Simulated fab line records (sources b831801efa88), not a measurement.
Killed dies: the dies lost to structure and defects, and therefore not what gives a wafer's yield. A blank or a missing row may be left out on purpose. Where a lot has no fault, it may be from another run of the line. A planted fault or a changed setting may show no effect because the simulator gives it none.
Matching of chambers / flow sky130 / rie_diel-02 running SKY_POLY_CUT_ETCH_11: 4 sister chambers
The step etches Si3N4 in CF4/CH2F2/Ar, stops on poly-Si, time 42.5 s, target depth 60 nm. 14 wafers are shown with their chamber, then 7 later ones without.

EACH WAFER AND ITS CHAMBER
wafer=L508.3; chamber=3; throttle_valve_pct (%)=15.001; ch2f2_flow_sccm (sccm)=19.92; oes_product_au (a.u.)=0.839
wafer=L508.4; chamber=2; throttle_valve_pct (%)=15.003; ch2f2_flow_sccm (sccm)=19.99; oes_product_au (a.u.)=0.823
wafer=L508.6; chamber=2; throttle_valve_pct (%)=14.986; ch2f2_flow_sccm (sccm)=20.03; oes_product_au (a.u.)=0.827
wafer=L509.3; chamber=0; throttle_valve_pct (%)=14.999; ch2f2_flow_sccm (sccm)=19.95; oes_product_au (a.u.)=0.835
wafer=L509.4; chamber=2; throttle_valve_pct (%)=14.991; ch2f2_flow_sccm (sccm)=20.02; oes_product_au (a.u.)=0.840
wafer=L509.6; chamber=1; throttle_valve_pct (%)=15.015; ch2f2_flow_sccm (sccm)=20.09; oes_product_au (a.u.)=0.829
wafer=L511.4; chamber=0; throttle_valve_pct (%)=14.975; ch2f2_flow_sccm (sccm)=20.07; oes_product_au (a.u.)=0.825
wafer=L511.5; chamber=0; throttle_valve_pct (%)=14.998; ch2f2_flow_sccm (sccm)=19.93; oes_product_au (a.u.)=0.823
wafer=L511.6; chamber=1; throttle_valve_pct (%)=14.991; ch2f2_flow_sccm (sccm)=19.99; oes_product_au (a.u.)=0.812
wafer=L512.2; chamber=2; throttle_valve_pct (%)=14.994; ch2f2_flow_sccm (sccm)=19.99; oes_product_au (a.u.)=0.828
wafer=L512.4; chamber=1; throttle_valve_pct (%)=14.996; ch2f2_flow_sccm (sccm)=20.07; oes_product_au (a.u.)=0.835
wafer=L512.6; chamber=0; throttle_valve_pct (%)=14.985; ch2f2_flow_sccm (sccm)=20.04; oes_product_au (a.u.)=0.827
wafer=L526.1; chamber=2; throttle_valve_pct (%)=14.990; ch2f2_flow_sccm (sccm)=19.91; oes_product_au (a.u.)=0.834
wafer=L526.4; chamber=3; throttle_valve_pct (%)=15.004; ch2f2_flow_sccm (sccm)=20.00; oes_product_au (a.u.)=0.830

SIGNATURES (means of the wafers above)
reading=throttle_valve_pct; chamber 0=14.98925; chamber 1=15.00067; chamber 2=14.99280; chamber 3=15.00250; scatter within a chamber=0.00938
reading=ch2f2_flow_sccm; chamber 0=19.9975; chamber 1=20.0500; chamber 2=19.9880; chamber 3=19.9600; scatter within a chamber=0.0562
reading=oes_product_au; chamber 0=0.82750; chamber 1=0.82533; chamber 2=0.83040; chamber 3=0.83450; scatter within a chamber=0.00765
Rule: distance of a wafer from a chamber = root of the sum over the readings of ((wafer's reading minus chamber's mean) / reading's scatter) squared. The wafer belongs to the nearest chamber; if the next one is less than 2 further off, it can't be placed. How the scatter is found: for the shown wafers, subtract from each reading the mean of its chamber, square and add these, divide the total by (wafers less chambers), then take the root.

WAFERS WHOSE CHAMBER IS MISSING
wafer=L526.6; throttle_valve_pct (%)=14.991; ch2f2_flow_sccm (sccm)=20.00; oes_product_au (a.u.)=0.841
wafer=L528.1; throttle_valve_pct (%)=15.003; ch2f2_flow_sccm (sccm)=19.94; oes_product_au (a.u.)=0.833
wafer=L528.3; throttle_valve_pct (%)=14.975; ch2f2_flow_sccm (sccm)=19.95; oes_product_au (a.u.)=0.823
wafer=L528.6; throttle_valve_pct (%)=15.000; ch2f2_flow_sccm (sccm)=19.91; oes_product_au (a.u.)=0.839
wafer=L530.2; throttle_valve_pct (%)=14.968; ch2f2_flow_sccm (sccm)=19.97; oes_product_au (a.u.)=0.823
wafer=L530.3; throttle_valve_pct (%)=14.996; ch2f2_flow_sccm (sccm)=19.96; oes_product_au (a.u.)=0.831
wafer=L530.5; throttle_valve_pct (%)=14.975; ch2f2_flow_sccm (sccm)=19.90; oes_product_au (a.u.)=0.823

WHICH CHAMBER EACH WENT THROUGH
wafer=L526.6; from the rows above=can't be placed: 2 or 3 or 0 or 1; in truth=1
wafer=L528.1; from the rows above=can't be placed: 3 or 2 or 0 or 1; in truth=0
wafer=L528.3; from the rows above=can't be placed: 0 or 2 or 1 or 3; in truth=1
wafer=L528.6; from the rows above=can't be placed: 3 or 2 or 0 or 1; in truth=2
wafer=L530.2; from the rows above=can't be placed: 0 or 2 or 1 or 3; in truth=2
wafer=L530.3; from the rows above=can't be placed: 2 or 3 or 0 or 1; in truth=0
wafer=L530.5; from the rows above=can't be placed: 0 or 2 or 3 or 1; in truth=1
Correctly placed: 0 of 7. Unplaceable from these rows: 7, with the true chamber sitting among the candidates in 7. Placed wrongly: 0.
